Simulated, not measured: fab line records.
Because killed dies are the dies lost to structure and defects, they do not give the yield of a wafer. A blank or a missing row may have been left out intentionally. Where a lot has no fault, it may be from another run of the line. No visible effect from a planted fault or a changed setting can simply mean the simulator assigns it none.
A struck lot beside a sound one | flow sky130 | 21 steps out of a route of 708
Sound: the wafers L788.1, L788.4, L788.6. Struck: wafers L795.1, L795.5, L795.6. Last of all comes the cause.
Order at every step that has rows: each side's tool, ch and its chambers, its first start. Under that, the readings that differ: sound wafers | struck wafers | difference of the means | sigmas: that difference in standard deviations of wafers without a fault.
alike: a reading whose means differ by less than 2 such deviations, as well as words and numbers matching on both sides. not compared: withheld readings; readings where some wafer has no value; bounds like >300 that might hide an equal value; numbers whose values overlap and for which the record gives no deviation.
Wherever a step has rows on one side only, a row that says differs or no value, or a row with sigmas, the two part there. Numbers that don't overlap but have no deviation are shown without sigmas and don't part them. A reading missing from all wafers of one side parts the sides only when that side holds two or more wafers.

first, 1 step without rows for these wafers: SKY_RES_XHIGH_IMPLANT_07.
SKY_RES_XHIGH_STRIP_08: strips in O2/N2.
  sound on plasmaAsher-04 ch 0,1, day 28 10:50; struck on plasmaAsher-02 ch 0,1, day 31 05:55
  alike: drypumpMotorCurrentA, oesProductAu, stripTimeToEndpointS
  not compared: rfHoursCounterH
SKY_RES_XHIGH_TW_MEAS_09:
  sound on filmMetro-03, day 28 10:56; struck on filmMetro-02, day 31 06:01
  alike: RES_XHIGH_TW
then, 7 steps without rows for these wafers: SKY_SD_N_DEHYDRATE_00 (time 60 s); SKY_SD_N_HMDS_01 (prime time 60 s); SKY_SD_N_COAT_02 (resist thk 1140 nm); SKY_SD_N_SOFTBAKE_03 (time 60 s); SKY_SD_N_EXPOSE_04 (exposes mask NSDM, target cd 380 nm); SKY_SD_N_PEB_05; SKY_SD_N_DEVELOP_06 (develop time 60 s).
SKY_SD_N_CD_MEAS_07: target cd 380 nm.
  sound on cdSem-02, day 29 15:30; struck on cdSem-01, day 32 09:05
  alike: cdNm
SKY_SD_N_OVL_MEAS_08:
  sound on overlay-01, day 29 15:37; struck on overlay-02, day 32 09:12
  alike: SD_N_OVL
SKY_SD_N_IMPLANT_09:
  sound on implanter-01 ch 0, day 29 15:39; struck on implanter-01 ch 0, day 32 09:14
following that, these wafers have no rows for 1 step: SKY_SD_N_IMPLANT_10.
SKY_SD_N_STRIP_11: strips in O2/N2.
  sound on plasmaAsher-01 ch 0,1, day 29 15:57; struck on plasmaAsher-03 ch 0,1, day 32 09:32
reading                  | sound             | struck            | difference | sigmas
stripTimeToEndpointS (s) | 22.56 22.57 22.46 | 22.26 22.21 22.27 | -0.28      | -6
  alike: drypumpMotorCurrentA, oesProductAu
  not compared: rfHoursCounterH
SKY_SD_N_TW_MEAS_12:
  sound on filmMetro-03, day 29 16:03; struck on filmMetro-03, day 32 09:38
  alike: SD_N_TW
then, 1 step without rows for these wafers: SKY_SD_N_CLEAN_13 (cleans in SC1/SC2, time 150 s).
SKY_SD_N_RTA_14: time 2 s.
  sound on rtpAnneal-02 ch 0, day 29 16:10; struck on rtpAnneal-01 ch 0, day 32 09:46
  alike: lampPowerPct, wafer_temp_C_max
SKY_SD_N_RS_MEAS_16: measurement is done with a four-point probe.
  sound on filmMetro-01, day 29 16:20; struck on filmMetro-02, day 32 10:17
reading          | sound             | struck            | difference | sigmas
SD_N_RS (ohm/sq) | 68.53 68.49 68.59 | 69.49 69.07 69.01 | +0.65      | +6
  not compared: hold
SKY_SD_N_RS_MEAS_17: measurement is done with a four-point probe.
  sound on filmMetro-01, day 29 16:28; struck on filmMetro-02, day 32 12:35
reading | sound | struck                                                                  | difference                   | sigmas
hold    | - - - | awaitDispo/2.1h/release awaitDispo/2.1h/release awaitDispo/2.1h/release | no value on the sound wafers | 
  alike: SD_P_RS
-- the record jumps here: 17 days lie between the struck wafers' starts before and after (it left off in module SD_N and takes up again in module PAD_OPEN, whose first step shown is number 708 of the route) --
SKY_PAD_OPEN_PROBE_99:
  sound on prober-01, day 46 23:42; struck on prober-02, day 49 02:12
reading                        | sound             | struck            | difference | sigmas
model.etest.resNdiffHv.rsOhmSq | 112.5 111.9 112.4 | 116 116.7 116     | +4         | 
model.etest.resNdiff.rsOhmSq   | 118.8 118.5 118.4 | 121.6 122.7 121.8 | +3.5       | 
  alike: killed_at_M0_to_M3, killed_at_M4_up, killedAtContacts, killedAtFrontEnd, killedAtOther, killedDies, killedOpen, killedShort
  not compared: model.etest.resNdiff.rsOhmSqRange

## WHERE THEY PART
Last at SKY_SD_N_RS_MEAS_17 as far as this record goes, first at SKY_SD_N_STRIP_11. Later steps at which nothing parts them and some readings are alike: SKY_PAD_OPEN_PROBE_99.

WHY: the cause the simulator had injected
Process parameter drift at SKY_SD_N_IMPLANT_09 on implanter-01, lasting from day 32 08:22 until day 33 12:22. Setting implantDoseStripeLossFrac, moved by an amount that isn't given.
